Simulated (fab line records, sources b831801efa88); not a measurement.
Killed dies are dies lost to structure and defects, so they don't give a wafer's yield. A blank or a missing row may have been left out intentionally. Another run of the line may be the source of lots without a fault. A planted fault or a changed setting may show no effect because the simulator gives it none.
fab line records / flow sky130
record: lots: 13 wafers: 39 last-day: 50
route steps=708 shown METAL2@498 VIA2@509 PAD_OPEN@708
lots that met no fault: from a run of the same line without faults
start-h: start of the lot's first displayed wafer, in hours after the record's first day / wait-h: hours from the lot's prior step to this one / " identical to the entry in the row above / L1.1+2: a single row standing in for several wafers / - value missing, or start not given / * or withheld: withheld / < > ~ a bound
route shown NAME@n: NAME is a module with steps in the file, n the number in the route of the first one / usual: mean/standard deviation taken from wafers without a fault / same: alike in all rows / chamber/n: place in a boat / sites: per-site readings / _std_site: their standard deviation / _edge_site: the outer-site mean with the inner-site mean subtracted / radius-mm: for every site, how far away it sits from the centre of the wafer / mask NAME#n: copy n / behind: tool/chamber where the wafer was last shaped / hold: why the lot was held/for how many hours/how that ended / device: transistor that didn't switch, given as n, p or np / end of line: the tests these same wafers got at the end of their route / step lacking rows: just its recipe / killed: count of dies lost to structure and defects at first sort (not the wafer's yield) / map: per-die view of a wafer (x killed, . not killed, _ where there is no die)
set.NAME: the run value of the setting; set.NAME@STEP: its run value at that earlier step / model.NAME: the simulator's own value behind a step, which no gauge read
route steps across a sampled set of lots; one table per step, one row per wafer
services: when a tool's chamber went out of use (start-h, in hours from the record's first day, below 0 if earlier), for how many hours, and the reason
== steps ==
step: SKY_METAL2_CD_MEAS_15
recipe: target-cd-nm: 140
usual: cd-nm: 139.7/1.6
lot.wafer=L552.2 tool=cd-sem-01 chamber=- start-h=815.86 wait-h=- cd-nm=136.9
lot.wafer=L552.4 tool=cd-sem-01 chamber=- start-h=815.86 wait-h=- cd-nm=138.7
lot.wafer=L552.5 tool=cd-sem-01 chamber=- start-h=815.86 wait-h=- cd-nm=137.6
lot.wafer=L553.1 tool=cd-sem-02 chamber=- start-h=825.34 wait-h=- cd-nm=140.4
lot.wafer=L553.2 tool=cd-sem-02 chamber=- start-h=825.34 wait-h=- cd-nm=138.4
lot.wafer=L553.4 tool=cd-sem-02 chamber=- start-h=825.34 wait-h=- cd-nm=139.9
lot.wafer=L554.1 tool=cd-sem-01 chamber=- start-h=828.27 wait-h=- cd-nm=140.7
lot.wafer=L554.3 tool=cd-sem-01 chamber=- start-h=828.27 wait-h=- cd-nm=141.4
lot.wafer=L554.6 tool=cd-sem-01 chamber=- start-h=828.27 wait-h=- cd-nm=140.5
lot.wafer=L556.1 tool=cd-sem-02 chamber=- start-h=847.14 wait-h=- cd-nm=138.0
lot.wafer=L556.3 tool=cd-sem-02 chamber=- start-h=847.14 wait-h=- cd-nm=137.4
lot.wafer=L556.6 tool=cd-sem-02 chamber=- start-h=847.14 wait-h=- cd-nm=137.2
lot.wafer=L557.3 tool=cd-sem-02 chamber=- start-h=849.13 wait-h=- cd-nm=138.5
lot.wafer=L557.4 tool=cd-sem-02 chamber=- start-h=849.13 wait-h=- cd-nm=138.1
lot.wafer=L557.6 tool=cd-sem-02 chamber=- start-h=849.13 wait-h=- cd-nm=138.6
lot.wafer=L561.4 tool=cd-sem-02 chamber=- start-h=894.88 wait-h=- cd-nm=141.4
lot.wafer=L561.5 tool=cd-sem-02 chamber=- start-h=894.88 wait-h=- cd-nm=142.8
lot.wafer=L561.6 tool=cd-sem-02 chamber=- start-h=894.88 wait-h=- cd-nm=141.8
lot.wafer=L562.1 tool=cd-sem-02 chamber=- start-h=903.17 wait-h=- cd-nm=142.3
lot.wafer=L562.3 tool=cd-sem-02 chamber=- start-h=903.17 wait-h=- cd-nm=142.8
lot.wafer=L562.6 tool=cd-sem-02 chamber=- start-h=903.17 wait-h=- cd-nm=143.5
lot.wafer=L564.1 tool=cd-sem-01 chamber=- start-h=908.42 wait-h=- cd-nm=136.7
lot.wafer=L564.2 tool=cd-sem-01 chamber=- start-h=908.42 wait-h=- cd-nm=137.6
lot.wafer=L564.4 tool=cd-sem-01 chamber=- start-h=908.42 wait-h=- cd-nm=137.6
lot.wafer=L569.3 tool=cd-sem-01 chamber=- start-h=948.33 wait-h=- cd-nm=140.4
lot.wafer=L569.5 tool=cd-sem-01 chamber=- start-h=948.33 wait-h=- cd-nm=140.4
lot.wafer=L569.6 tool=cd-sem-01 chamber=- start-h=948.33 wait-h=- cd-nm=140.1
lot.wafer=L572.1 tool=cd-sem-01 chamber=- start-h=963.24 wait-h=- cd-nm=139.5
lot.wafer=L572.4 tool=cd-sem-01 chamber=- start-h=963.24 wait-h=- cd-nm=140.5
lot.wafer=L572.6 tool=cd-sem-01 chamber=- start-h=963.24 wait-h=- cd-nm=140.3
lot.wafer=L573.2 tool=cd-sem-02 chamber=- start-h=970.59 wait-h=- cd-nm=142.6
lot.wafer=L573.3 tool=cd-sem-02 chamber=- start-h=970.59 wait-h=- cd-nm=142.9
lot.wafer=L573.6 tool=cd-sem-02 chamber=- start-h=970.59 wait-h=- cd-nm=143.1
lot.wafer=L574.2 tool=cd-sem-02 chamber=- start-h=975.39 wait-h=- cd-nm=141.6
lot.wafer=L574.3 tool=cd-sem-02 chamber=- start-h=975.39 wait-h=- cd-nm=140.4
lot.wafer=L574.6 tool=cd-sem-02 chamber=- start-h=975.39 wait-h=- cd-nm=141.1
lot.wafer=L575.1 tool=cd-sem-01 chamber=- start-h=985.57 wait-h=- cd-nm=141.7
lot.wafer=L575.4 tool=cd-sem-01 chamber=- start-h=985.57 wait-h=- cd-nm=141.4
lot.wafer=L575.6 tool=cd-sem-01 chamber=- start-h=985.57 wait-h=- cd-nm=141.8
step: SKY_METAL2_DESCUM_17
recipe: chemistry: O2 source-power-w: 150 bias-power-w: 0 pressure-mtorr: 10 temp-c: 40 time-s: 8
usual: drypump-motor-current-A: 5.7/0.44 oes-product-au: 1.004/0.0097
lot.wafer=L552.2 tool=rie-metal-02 chamber=1 start-h=816.00 wait-h=0.0 drypump-motor-current-A=5.1 oes-product-au=0.999 rf-hours-counter-h=14
lot.wafer=L552.4 tool=rie-metal-02 chamber=0 start-h=816.00 wait-h=0.0 drypump-motor-current-A=6.3 oes-product-au=1.013 rf-hours-counter-h=-
lot.wafer=L552.5 tool=rie-metal-02 chamber=1 start-h=816.00 wait-h=0.0 drypump-motor-current-A=5.1 oes-product-au=0.999 rf-hours-counter-h=-
lot.wafer=L553.1 tool=rie-metal-02 chamber=1 start-h=825.50 wait-h=0.0 drypump-motor-current-A=5.1 oes-product-au=1.003 rf-hours-counter-h=15
lot.wafer=L553.2 tool=rie-metal-02 chamber=0 start-h=825.50 wait-h=0.0 drypump-motor-current-A=6.2 oes-product-au=1.016 rf-hours-counter-h=5
lot.wafer=L553.4 tool=rie-metal-02 chamber=1 start-h=825.50 wait-h=0.0 drypump-motor-current-A=5.1 oes-product-au=1.002 rf-hours-counter-h=-
lot.wafer=L554.1 tool=rie-metal-01 chamber=1 start-h=828.43 wait-h=0.0 drypump-motor-current-A=5.5 oes-product-au=1.008 rf-hours-counter-h=5
lot.wafer=L554.3 tool=rie-metal-01 chamber=1 start-h=828.43 wait-h=0.0 drypump-motor-current-A=5.5 oes-product-au=1.009 rf-hours-counter-h=-
lot.wafer=L554.6 tool=rie-metal-01 chamber=0 start-h=828.43 wait-h=0.0 drypump-motor-current-A=6.3 oes-product-au=1.002 rf-hours-counter-h=-
lot.wafer=L556.1 tool=rie-metal-01 chamber=0 start-h=847.30 wait-h=0.0 drypump-motor-current-A=6.3 oes-product-au=1.006 rf-hours-counter-h=7
lot.wafer=L556.3 tool=rie-metal-01 chamber=0 start-h=847.30 wait-h=0.0 drypump-motor-current-A=6.3 oes-product-au=1.006 rf-hours-counter-h=-
lot.wafer=L556.6 tool=rie-metal-01 chamber=1 start-h=847.30 wait-h=0.0 drypump-motor-current-A=5.5 oes-product-au=0.991 rf-hours-counter-h=-
lot.wafer=L557.3 tool=rie-metal-02 chamber=1 start-h=849.26 wait-h=0.0 drypump-motor-current-A=5.1 oes-product-au=0.991 rf-hours-counter-h=-
lot.wafer=L557.4 tool=rie-metal-02 chamber=0 start-h=849.26 wait-h=0.0 drypump-motor-current-A=6.3 oes-product-au=1.012 rf-hours-counter-h=-
lot.wafer=L557.6 tool=rie-metal-02 chamber=1 start-h=849.26 wait-h=0.0 drypump-motor-current-A=5.1 oes-product-au=0.993 rf-hours-counter-h=-
lot.wafer=L561.4 tool=rie-metal-02 chamber=1 start-h=894.99 wait-h=0.0 drypump-motor-current-A=5.1 oes-product-au=0.980 rf-hours-counter-h=-
lot.wafer=L561.5 tool=rie-metal-02 chamber=1 start-h=894.99 wait-h=0.0 drypump-motor-current-A=5.1 oes-product-au=0.991 rf-hours-counter-h=-
lot.wafer=L561.6 tool=rie-metal-02 chamber=0 start-h=894.99 wait-h=0.0 drypump-motor-current-A=6.3 oes-product-au=1.021 rf-hours-counter-h=-
lot.wafer=L562.1 tool=rie-metal-04 chamber=1 start-h=903.33 wait-h=0.0 drypump-motor-current-A=5.4 oes-product-au=0.999 rf-hours-counter-h=10
lot.wafer=L562.3 tool=rie-metal-04 chamber=1 start-h=903.33 wait-h=0.0 drypump-motor-current-A=5.4 oes-product-au=1.014 rf-hours-counter-h=-
lot.wafer=L562.6 tool=rie-metal-04 chamber=1 start-h=903.33 wait-h=0.0 drypump-motor-current-A=5.3 oes-product-au=1.008 rf-hours-counter-h=-
lot.wafer=L564.1 tool=rie-metal-04 chamber=1 start-h=908.58 wait-h=0.0 drypump-motor-current-A=5.4 oes-product-au=1.009 rf-hours-counter-h=11
lot.wafer=L564.2 tool=rie-metal-04 chamber=0 start-h=908.58 wait-h=0.0 drypump-motor-current-A=5.7 oes-product-au=1.009 rf-hours-counter-h=6
lot.wafer=L564.4 tool=rie-metal-04 chamber=0 start-h=908.58 wait-h=0.0 drypump-motor-current-A=5.7 oes-product-au=1.018 rf-hours-counter-h=-
lot.wafer=L569.3 tool=rie-metal-04 chamber=1 start-h=948.46 wait-h=0.0 drypump-motor-current-A=5.4 oes-product-au=1.007 rf-hours-counter-h=-
lot.wafer=L569.5 tool=rie-metal-04 chamber=0 start-h=948.46 wait-h=0.0 drypump-motor-current-A=5.7 oes-product-au=0.997 rf-hours-counter-h=-
lot.wafer=L569.6 tool=rie-metal-04 chamber=1 start-h=948.46 wait-h=0.0 drypump-motor-current-A=5.3 oes-product-au=0.994 rf-hours-counter-h=-
lot.wafer=L572.1 tool=rie-metal-01 chamber=1 start-h=963.40 wait-h=0.0 drypump-motor-current-A=5.5 oes-product-au=0.997 rf-hours-counter-h=11
lot.wafer=L572.4 tool=rie-metal-01 chamber=0 start-h=963.40 wait-h=0.0 drypump-motor-current-A=6.3 oes-product-au=0.991 rf-hours-counter-h=-
lot.wafer=L572.6 tool=rie-metal-01 chamber=0 start-h=963.40 wait-h=0.0 drypump-motor-current-A=6.3 oes-product-au=0.994 rf-hours-counter-h=-
lot.wafer=L573.2 tool=rie-metal-02 chamber=1 start-h=970.73 wait-h=0.0 drypump-motor-current-A=5.1 oes-product-au=1.003 rf-hours-counter-h=1
lot.wafer=L573.3 tool=rie-metal-02 chamber=1 start-h=970.73 wait-h=0.0 drypump-motor-current-A=5.1 oes-product-au=1.006 rf-hours-counter-h=-
lot.wafer=L573.6 tool=rie-metal-02 chamber=0 start-h=970.73 wait-h=0.0 drypump-motor-current-A=6.2 oes-product-au=1.012 rf-hours-counter-h=-
lot.wafer=L574.2 tool=rie-metal-04 chamber=0 start-h=975.53 wait-h=0.0 drypump-motor-current-A=5.7 oes-product-au=1.006 rf-hours-counter-h=10
lot.wafer=L574.3 tool=rie-metal-04 chamber=1 start-h=975.53 wait-h=0.0 drypump-motor-current-A=5.4 oes-product-au=1.000 rf-hours-counter-h=-
lot.wafer=L574.6 tool=rie-metal-04 chamber=1 start-h=975.53 wait-h=0.0 drypump-motor-current-A=5.3 oes-product-au=1.000 rf-hours-counter-h=-
lot.wafer=L575.1 tool=rie-metal-02 chamber=1 start-h=985.73 wait-h=0.0 drypump-motor-current-A=5.1 oes-product-au=0.999 rf-hours-counter-h=2
lot.wafer=L575.4 tool=rie-metal-02 chamber=1 start-h=985.73 wait-h=0.0 drypump-motor-current-A=5.1 oes-product-au=0.993 rf-hours-counter-h=-
lot.wafer=L575.6 tool=rie-metal-02 chamber=1 start-h=985.73 wait-h=0.0 drypump-motor-current-A=5.1 oes-product-au=1.000 rf-hours-counter-h=-
step: SKY_VIA2_CMP_02
recipe: material: SiO2 down-force-psi: 4 platen-rpm: 60 pad-velocity-m-s: 0.94248
usual: motor-current-A: 12.1/1.2
lot.wafer=L552.2 tool=cmp-01 chamber=1 start-h=817.04 wait-h=0.1 motor-current-A=12.6
lot.wafer=L552.4 tool=cmp-01 chamber=2 start-h=817.04 wait-h=0.1 motor-current-A=11.5
lot.wafer=L552.5 tool=cmp-01 chamber=0 start-h=817.04 wait-h=0.1 motor-current-A=11.2
lot.wafer=L553.4 tool=cmp-01 chamber=1 start-h=826.46 wait-h=0.0 motor-current-A=12.8
lot.wafer=L553.1 tool=cmp-01 chamber=2 start-h=826.46 wait-h=0.0 motor-current-A=10.9
lot.wafer=L553.2 tool=cmp-01 chamber=0 start-h=826.46 wait-h=0.0 motor-current-A=11.0
lot.wafer=L554.1 tool=cmp-02 chamber=1 start-h=829.40 wait-h=0.1 motor-current-A=13.5
lot.wafer=L554.3 tool=cmp-02 chamber=3 start-h=829.40 wait-h=0.1 motor-current-A=10.7
lot.wafer=L554.6 tool=cmp-02 chamber=2 start-h=829.40 wait-h=0.1 motor-current-A=13.8
lot.wafer=L556.1 tool=cmp-01 chamber=2 start-h=848.35 wait-h=0.1 motor-current-A=11.6
lot.wafer=L556.3 tool=cmp-01 chamber=3 start-h=848.35 wait-h=0.1 motor-current-A=11.8
lot.wafer=L556.6 tool=cmp-01 chamber=2 start-h=848.35 wait-h=0.1 motor-current-A=11.4
lot.wafer=L557.4 tool=cmp-01 chamber=3 start-h=850.30 wait-h=0.1 motor-current-A=11.0
lot.wafer=L557.3 tool=cmp-01 chamber=1 start-h=850.30 wait-h=0.1 motor-current-A=12.8
lot.wafer=L557.6 tool=cmp-01 chamber=2 start-h=850.30 wait-h=0.1 motor-current-A=11.1
lot.wafer=L561.4 tool=cmp-01 chamber=2 start-h=896.00 wait-h=0.1 motor-current-A=10.9
lot.wafer=L561.5 tool=cmp-01 chamber=1 start-h=896.00 wait-h=0.1 motor-current-A=12.6
lot.wafer=L561.6 tool=cmp-01 chamber=2 start-h=896.00 wait-h=0.1 motor-current-A=11.3
lot.wafer=L562.3 tool=cmp-02 chamber=0 start-h=904.36 wait-h=0.0 motor-current-A=13.0
lot.wafer=L562.1 tool=cmp-02 chamber=3 start-h=904.36 wait-h=0.0 motor-current-A=11.9
lot.wafer=L562.6 tool=cmp-02 chamber=1 start-h=904.36 wait-h=0.0 motor-current-A=13.7
lot.wafer=L564.2 tool=cmp-02 chamber=3 start-h=909.54 wait-h=0.0 motor-current-A=10.2
lot.wafer=L564.4 tool=cmp-02 chamber=1 start-h=909.54 wait-h=0.0 motor-current-A=13.3
lot.wafer=L564.1 tool=cmp-02 chamber=2 start-h=909.54 wait-h=0.0 motor-current-A=14.1
lot.wafer=L569.3 tool=cmp-02 chamber=1 start-h=949.56 wait-h=0.2 motor-current-A=13.6
lot.wafer=L569.5 tool=cmp-02 chamber=2 start-h=949.56 wait-h=0.2 motor-current-A=14.2
lot.wafer=L569.6 tool=cmp-02 chamber=3 start-h=949.56 wait-h=0.2 motor-current-A=10.5
lot.wafer=L572.1 tool=cmp-02 chamber=2 start-h=964.41 wait-h=0.1 motor-current-A=14.2
lot.wafer=L572.4 tool=cmp-02 chamber=3 start-h=964.41 wait-h=0.1 motor-current-A=10.6
lot.wafer=L572.6 tool=cmp-02 chamber=2 start-h=964.41 wait-h=0.1 motor-current-A=14.3
lot.wafer=L573.2 tool=cmp-02 chamber=0 start-h=971.75 wait-h=0.1 motor-current-A=12.7
lot.wafer=L573.3 tool=cmp-02 chamber=2 start-h=971.75 wait-h=0.1 motor-current-A=14.5
lot.wafer=L573.6 tool=cmp-02 chamber=3 start-h=971.75 wait-h=0.1 motor-current-A=10.7
lot.wafer=L574.3 tool=cmp-01 chamber=2 start-h=976.50 wait-h=0.0 motor-current-A=11.3
lot.wafer=L574.2 tool=cmp-01 chamber=3 start-h=976.50 wait-h=0.0 motor-current-A=12.0
lot.wafer=L574.6 tool=cmp-01 chamber=3 start-h=976.50 wait-h=0.0 motor-current-A=11.1
lot.wafer=L575.4 tool=cmp-01 chamber=2 start-h=986.74 wait-h=0.1 motor-current-A=10.9
lot.wafer=L575.1 tool=cmp-01 chamber=0 start-h=986.74 wait-h=0.1 motor-current-A=11.3
lot.wafer=L575.6 tool=cmp-01 chamber=1 start-h=986.74 wait-h=0.1 motor-current-A=12.7
step: SKY_VIA2_DEVELOP_11
recipe: develop-time-s: 60 resist: KrF-thick dev-temp-c: 21
usual: developer-temp-C: 21.01/0.083
lot.wafer=L552.2 tool=litho-track-01 chamber=0 start-h=842 wait-h=- developer-temp-C=21.08
lot.wafer=L552.4 tool=litho-track-01 chamber=0 start-h=842 wait-h=- developer-temp-C=20.99
lot.wafer=L552.5 tool=litho-track-01 chamber=0 start-h=842 wait-h=- developer-temp-C=20.96
lot.wafer=L553.1 tool=litho-track-04 chamber=0 start-h=852 wait-h=- developer-temp-C=21.00
lot.wafer=L553.2 tool=litho-track-04 chamber=0 start-h=852 wait-h=- developer-temp-C=21.18
lot.wafer=L553.4 tool=litho-track-04 chamber=0 start-h=852 wait-h=- developer-temp-C=21.14
lot.wafer=L554.1 tool=litho-track-02 chamber=0 start-h=855 wait-h=- developer-temp-C=21.07
lot.wafer=L554.3 tool=litho-track-02 chamber=0 start-h=855 wait-h=- developer-temp-C=21.06
lot.wafer=L554.6 tool=litho-track-02 chamber=0 start-h=855 wait-h=- developer-temp-C=21.01
lot.wafer=L556.1 tool=litho-track-02 chamber=0 start-h=873 wait-h=- developer-temp-C=21.05
lot.wafer=L556.3 tool=litho-track-02 chamber=0 start-h=873 wait-h=- developer-temp-C=20.97
lot.wafer=L556.6 tool=litho-track-02 chamber=0 start-h=874 wait-h=- developer-temp-C=20.96
lot.wafer=L557.3 tool=litho-track-02 chamber=0 start-h=876 wait-h=- developer-temp-C=21.08
lot.wafer=L557.4 tool=litho-track-02 chamber=0 start-h=876 wait-h=- developer-temp-C=20.94
lot.wafer=L557.6 tool=litho-track-02 chamber=0 start-h=876 wait-h=- developer-temp-C=21.07
lot.wafer=L561.4 tool=litho-track-01 chamber=0 start-h=921 wait-h=- developer-temp-C=20.95
lot.wafer=L561.5 tool=litho-track-01 chamber=0 start-h=921 wait-h=- developer-temp-C=20.87
lot.wafer=L561.6 tool=litho-track-01 chamber=0 start-h=921 wait-h=- developer-temp-C=20.95
lot.wafer=L562.1 tool=litho-track-01 chamber=0 start-h=929 wait-h=- developer-temp-C=23.03
lot.wafer=L562.3 tool=litho-track-01 chamber=0 start-h=929 wait-h=- developer-temp-C=22.99
lot.wafer=L562.6 tool=litho-track-01 chamber=0 start-h=929 wait-h=- developer-temp-C=23.31
lot.wafer=L564.1 tool=litho-track-01 chamber=0 start-h=933 wait-h=- developer-temp-C=23.13
lot.wafer=L564.2 tool=litho-track-01 chamber=0 start-h=933 wait-h=- developer-temp-C=23.12
lot.wafer=L564.4 tool=litho-track-01 chamber=0 start-h=933 wait-h=- developer-temp-C=23.06
lot.wafer=L569.3 tool=litho-track-02 chamber=0 start-h=973 wait-h=- developer-temp-C=21.04
lot.wafer=L569.5 tool=litho-track-02 chamber=0 start-h=973 wait-h=- developer-temp-C=20.97
lot.wafer=L569.6 tool=litho-track-02 chamber=0 start-h=973 wait-h=- developer-temp-C=21.10
lot.wafer=L572.1 tool=litho-track-02 chamber=0 start-h=988 wait-h=- developer-temp-C=20.90
lot.wafer=L572.4 tool=litho-track-02 chamber=0 start-h=988 wait-h=- developer-temp-C=20.94
lot.wafer=L572.6 tool=litho-track-02 chamber=0 start-h=988 wait-h=- developer-temp-C=21.17
lot.wafer=L573.2 tool=litho-track-04 chamber=0 start-h=995 wait-h=- developer-temp-C=21.02
lot.wafer=L573.3 tool=litho-track-04 chamber=0 start-h=995 wait-h=- developer-temp-C=21.18
lot.wafer=L573.6 tool=litho-track-04 chamber=0 start-h=995 wait-h=- developer-temp-C=21.12
lot.wafer=L574.2 tool=litho-track-01 chamber=0 start-h=999 wait-h=- developer-temp-C=20.86
lot.wafer=L574.3 tool=litho-track-01 chamber=0 start-h=999 wait-h=- developer-temp-C=21.06
lot.wafer=L574.6 tool=litho-track-01 chamber=0 start-h=999 wait-h=- developer-temp-C=20.98
lot.wafer=L575.1 tool=litho-track-02 chamber=0 start-h=1010 wait-h=- developer-temp-C=21.03
lot.wafer=L575.4 tool=litho-track-02 chamber=0 start-h=1010 wait-h=- developer-temp-C=21.11
lot.wafer=L575.6 tool=litho-track-02 chamber=0 start-h=1010 wait-h=- developer-temp-C=20.98
step: SKY_PAD_OPEN_PROBE_99
usual: defect-limited-yield: 82.1/2 killed_at_M0_to_M3: 44/7.8 killed_at_M4_up: 3.1/1.7 killed-at-contacts: 25/5.1 killed-at-front-end: 15/4.4 killed-at-other: 0.5/0.68 killed-dies: 88/9.9 killed-open: 48/6.9 killed-short: 39/6.5 sort_bin_3_pad_short: 0.8/0.42 sort_bin_5_function: 10.6/1.5 sort_bin_6_memory: 6.5/1.2 sort-n-pass: 404/9.9 sort-yield-pct: 82.1/2
same: gross-dies: 492 killed-at-back-side: 0 sort_bin_4_leakage[%]: 0 sort_bin_8_speed[%]: 0
lot.wafer=L557.3 tool=prober-01 chamber=- start-h=1102.13 wait-h=0.2 defect-limited-yield[%]=78.9 killed_at_M0_to_M3=52 killed_at_M4_up=8 killed-at-contacts=26 killed-at-front-end=18 killed-at-other=0 killed-dies=104 killed-open=53 killed-short=51 sort_bin_3_pad_short[%]=1.2 sort_bin_5_function[%]=13.8 sort_bin_6_memory[%]=6.1 sort-n-pass=388 sort-yield-pct[%]=78.9
lot.wafer=L557.4 tool=prober-01 chamber=- start-h=1102.18 wait-h=0.2 defect-limited-yield[%]=82.7 killed_at_M0_to_M3=40 killed_at_M4_up=1 killed-at-contacts=24 killed-at-front-end=20 killed-at-other=0 killed-dies=85 killed-open=36 killed-short=49 sort_bin_3_pad_short[%]=1.0 sort_bin_5_function[%]=10.4 sort_bin_6_memory[%]=5.9 sort-n-pass=407 sort-yield-pct[%]=82.7
lot.wafer=L557.6 tool=prober-01 chamber=- start-h=1102.28 wait-h=0.2 defect-limited-yield[%]=82.3 killed_at_M0_to_M3=38 killed_at_M4_up=4 killed-at-contacts=27 killed-at-front-end=17 killed-at-other=1 killed-dies=87 killed-open=51 killed-short=36 sort_bin_3_pad_short[%]=1.0 sort_bin_5_function[%]=11.0 sort_bin_6_memory[%]=5.7 sort-n-pass=405 sort-yield-pct[%]=82.3
lot.wafer=L564.1 tool=prober-01 chamber=- start-h=1144.02 wait-h=0.1 defect-limited-yield[%]=83.1 killed_at_M0_to_M3=44 killed_at_M4_up=3 killed-at-contacts=20 killed-at-front-end=16 killed-at-other=0 killed-dies=83 killed-open=41 killed-short=41 sort_bin_3_pad_short[%]=1.6 sort_bin_5_function[%]=8.5 sort_bin_6_memory[%]=6.7 sort-n-pass=409 sort-yield-pct[%]=83.1
lot.wafer=L564.2 tool=prober-01 chamber=- start-h=1144.07 wait-h=0.1 defect-limited-yield[%]=85.4 killed_at_M0_to_M3=43 killed_at_M4_up=1 killed-at-contacts=12 killed-at-front-end=16 killed-at-other=0 killed-dies=72 killed-open=36 killed-short=36 sort_bin_3_pad_short[%]=1.0 sort_bin_5_function[%]=8.9 sort_bin_6_memory[%]=4.7 sort-n-pass=420 sort-yield-pct[%]=85.4
lot.wafer=L564.4 tool=prober-01 chamber=- start-h=1144.17 wait-h=0.2 defect-limited-yield[%]=80.5 killed_at_M0_to_M3=54 killed_at_M4_up=1 killed-at-contacts=27 killed-at-front-end=14 killed-at-other=0 killed-dies=96 killed-open=40 killed-short=54 sort_bin_3_pad_short[%]=1.0 sort_bin_5_function[%]=10.6 sort_bin_6_memory[%]=7.9 sort-n-pass=396 sort-yield-pct[%]=80.5
killed by level:class
L557.3 CONTACT:geometric-particle:open=13 VIA2:geometric-particle:open=10 VIA1:geometric-particle:open=8 METAL1:geometric-particle:short=6 LI_CONTACT:geometric-particle:open=6 METAL4:geometric-particle:short=6 FIELD_ISO:geometric-particle:open=5 FIELD_ISO:geometric-particle:short=5
L557.4 METAL1:geometric-particle:short=8 METAL2:geometric-particle:short=8 FIELD_ISO:geometric-particle:short=7 CONTACT:geometric-particle:open=6 FIELD_ISO:geometric-particle:open=5 LI_CONTACT:geometric-particle:open=5 CONTACT:geometric-particle:short=5 VIA2:geometric-particle:open=5
L557.6 CONTACT:geometric-particle:open=11 VIA1:geometric-particle:open=9 LI_CONTACT:geometric-particle:open=7 VIA1:geometric-particle:short=6 VIA2:geometric-particle:open=6 POLY_GATE:geometric-particle:open=5 CONTACT:geometric-particle:short=5 VIA3:geometric-particle:open=5
L564.1 VIA2:geometric-particle:open=9 VIA1:geometric-particle:open=9 CONTACT:geometric-particle:open=7 POLY_GATE:geometric-particle:short=6 METAL1:geometric-particle:short=6 FIELD_ISO:geometric-particle:open=4 FIELD_ISO:geometric-particle:short=4 LOCAL_INTERCONNECT:geometric-particle:short=4
L564.2 VIA3:geometric-particle:short=7 LI_CONTACT:geometric-particle:open=6 VIA1:geometric-particle:open=6 METAL1:geometric-particle:short=6 VIA3:geometric-particle:open=5 VIA2:geometric-particle:open=5 FIELD_ISO:geometric-particle:short=4 POLY_GATE:geometric-particle:open=4
L564.4 VIA1:geometric-particle:open=11 LOCAL_INTERCONNECT:geometric-particle:short=9 CONTACT:geometric-particle:short=9 VIA2:geometric-particle:open=8 METAL2:geometric-particle:short=7 VIA3:geometric-particle:open=7 METAL1:geometric-particle:short=7 VIA1:geometric-particle:short=6
== services ==
tool=cmp-02 chamber=- start-h=809.20 hours=2.6 kind=repair
tool=cmp-01 chamber=- start-h=817.86 hours=3.6 kind=repair
tool=cmp-02 chamber=- start-h=838.10 hours=2.8 kind=repair
tool=cmp-01 chamber=- start-h=877.87 hours=1.8 kind=repair
tool=cmp-01 chamber=- start-h=902.11 hours=4.2 kind=pm
tool=cmp-01 chamber=- start-h=908.95 hours=1.6 kind=repair
tool=cmp-02 chamber=- start-h=912.00 hours=4.0 kind=pm
tool=rie-metal-02 chamber=1 start-h=912.04 hours=- kind=clean
tool=rie-metal-02 chamber=1 start-h=912.04 hours=24.6 kind=scheduled-down
tool=rie-metal-02 chamber=1 start-h=912.04 hours=24.6 kind=vent-cycle
tool=cmp-02 chamber=- start-h=916.00 hours=- kind=consumable-replace:conditioner
tool=cmp-02 chamber=- start-h=916.00 hours=- kind=consumable-replace:pad
tool=rie-metal-01 chamber=- start-h=918.02 hours=0.2 kind=repair
tool=cmp-01 chamber=- start-h=926.83 hours=20.7 kind=pm
tool=rie-metal-01 chamber=- start-h=941.23 hours=1.4 kind=pm
tool=cmp-02 chamber=- start-h=953.28 hours=0.9 kind=repair
tool=litho-track-02 chamber=- start-h=954.60 hours=- kind=consumable-replace:filter
tool=cmp-02 chamber=- start-h=984.13 hours=2.3 kind=repair
tool=cmp-02 chamber=- start-h=995.68 hours=3.3 kind=repair
tool=cmp-02 chamber=- start-h=1006.34 hours=2.3 kind=repair
== key ==
first-sign: step: SKY_VIA2_DEVELOP_11 reading: developer-temp-C direction: up sigmas: 25 usual: * struck: *
effect none on later readings
met-at SKY_VIA2_DEVELOP_11
struck-lots L562,L564
not-acting-at SKY_METAL2_CD_MEAS_15,SKY_METAL2_DESCUM_17,SKY_VIA2_CMP_02
onset-between 921 929
fault: kind: process-parameter-drift tool: litho-track-01 chamber: - onset-h: 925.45 steps: SKY_VIA2_DEVELOP_11 channel: dev-temp-c offset: * shape: step end-h: 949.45 acts-in: * stated: *
